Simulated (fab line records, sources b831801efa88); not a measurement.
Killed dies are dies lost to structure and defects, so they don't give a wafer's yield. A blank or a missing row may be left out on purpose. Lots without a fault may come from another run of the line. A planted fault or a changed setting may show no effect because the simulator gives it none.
A struck lot beside a sound one | flow sky130 | 15 steps out of a route of 708
Sound: wafers L816.1, L816.2, L816.6. Struck: wafers L826.2, L826.4, L826.6. The cause comes at the end.
At each step with rows: each side's tool, then ch and its chambers, then its first start. Under that, the readings that differ: sound wafers | struck wafers | difference of the means | sigmas: that difference in standard deviations of wafers without a fault.
alike: readings whose means differ by less than 2 such deviations, and words and numbers that are the same on both sides. not compared: withheld readings, readings that some wafer has no value for, bounds like >300 that may hide the same value, and numbers for which the record gives no deviation and whose values overlap.
The two part at a step that has a row with sigmas, a row that says differs or no value, or rows on one side only. Numbers that don't overlap but have no deviation are shown without sigmas and don't part them. A reading that every wafer of one side lacks parts them only if that side has two wafers or more.

SKY_POLY_GATE_ETCH_15: etches BARC in N2/H2, stops on SiO2, time 118.5 s, target depth 110 nm.
  sound on rie_diel-01 ch 2,3, day 16 13:47; struck on rie_diel-01 ch 0,3, day 21 09:31
  alike: bias_w, drypump_motor_current_A, oes_product_au, throttle_valve_pct
  not compared: rf_hours_counter_h
SKY_POLY_GATE_ETCH_16: etches Si3N4 in CH3F/O2, stops on poly-Si, time 147.5 s, target depth 75 nm.
  sound on rie_diel-01 ch 2,3, day 16 13:52; struck on rie_diel-01 ch 0,3, day 21 09:36
  alike: bias_w, drypump_motor_current_A, oes_product_au, throttle_valve_pct
  not compared: rf_hours_counter_h
SKY_POLY_GATE_ETCH_17: etches poly-Si in HBr/Cl2, stops on SiO2, target depth 180 nm, time 70.5 s.
  sound on rie_si-01 ch 1,3, day 16 13:58; struck on rie_si-02 ch 0,1,2, day 21 09:42
  alike: bias_w, drypump_motor_current_A, oes_product_au, throttle_valve_pct
  not compared: rf_hours_counter_h
SKY_POLY_GATE_STRIP_18: strips in O2/N2.
  sound on plasma_asher-03 ch 0,1, day 16 14:01; struck on plasma_asher-04 ch 1, day 21 09:46
  alike: drypump_motor_current_A, oes_product_au, strip_time_to_endpoint_s
  not compared: rf_hours_counter_h
then, 2 steps without rows for these wafers: SKY_POLY_GATE_CLEAN_19 (cleans in SC1/SC2, time 150 s); SKY_POLY_GATE_OXIDATION_20 (stabilise 600 s, purge 300 s, target thk 4 nm).
SKY_POLY_GATE_THK_MEAS_21:
  sound on film_metro-01, day 16 17:13; struck on film_metro-02, day 21 11:10
  alike: POLY_GATE_OXIDATION_THK
SKY_POLY_GATE_CD_MEAS_22:
  sound on cd_sem-01, day 16 17:16; struck on cd_sem-02, day 21 11:15
  alike: cd_nm
then, 4 steps without rows for these wafers: SKY_LDD_N_DEHYDRATE_00 (time 60 s); SKY_LDD_N_HMDS_01 (prime time 60 s); SKY_LDD_N_COAT_02 (resist thk 300 nm); SKY_LDD_N_SOFTBAKE_03 (time 60 s).
SKY_LDD_N_EXPOSE_04: exposes mask NTM, target cd 840 nm.
  sound on iline_stepper-02 ch 0, day 17 08:33; struck on iline_stepper-02 ch 0, day 22 02:45
  reading | sound             | struck                     | difference | sigmas
  mask    | NTM#0 NTM#0 NTM#0 | NTM_R1#0 NTM_R1#0 NTM_R1#0 | differs    |
  alike: exposure_dose_mJ_cm2, focus_offset_nm
then, 1 step without rows for these wafers: SKY_LDD_N_PEB_05.
-- the record jumps here: 27 days lie between the struck wafers' starts before and after (it left off in module LDD_N and takes up again in module PAD_OPEN, whose first step shown is number 708 of the route) --
SKY_PAD_OPEN_PROBE_99:
  sound on prober-01, day 46 01:45; struck on prober-02, day 49 03:30
  alike: killed_at_M0_to_M3, killed_at_M4_up, killed_at_contacts, killed_at_front_end, killed_at_other, killed_dies, killed_on_rim, killed_open, killed_short

WHERE THEY PART
Only at SKY_LDD_N_EXPOSE_04, within this record. Later steps at which nothing parts them and some readings are alike: SKY_PAD_OPEN_PROBE_99.

WHY: what the simulator had put in
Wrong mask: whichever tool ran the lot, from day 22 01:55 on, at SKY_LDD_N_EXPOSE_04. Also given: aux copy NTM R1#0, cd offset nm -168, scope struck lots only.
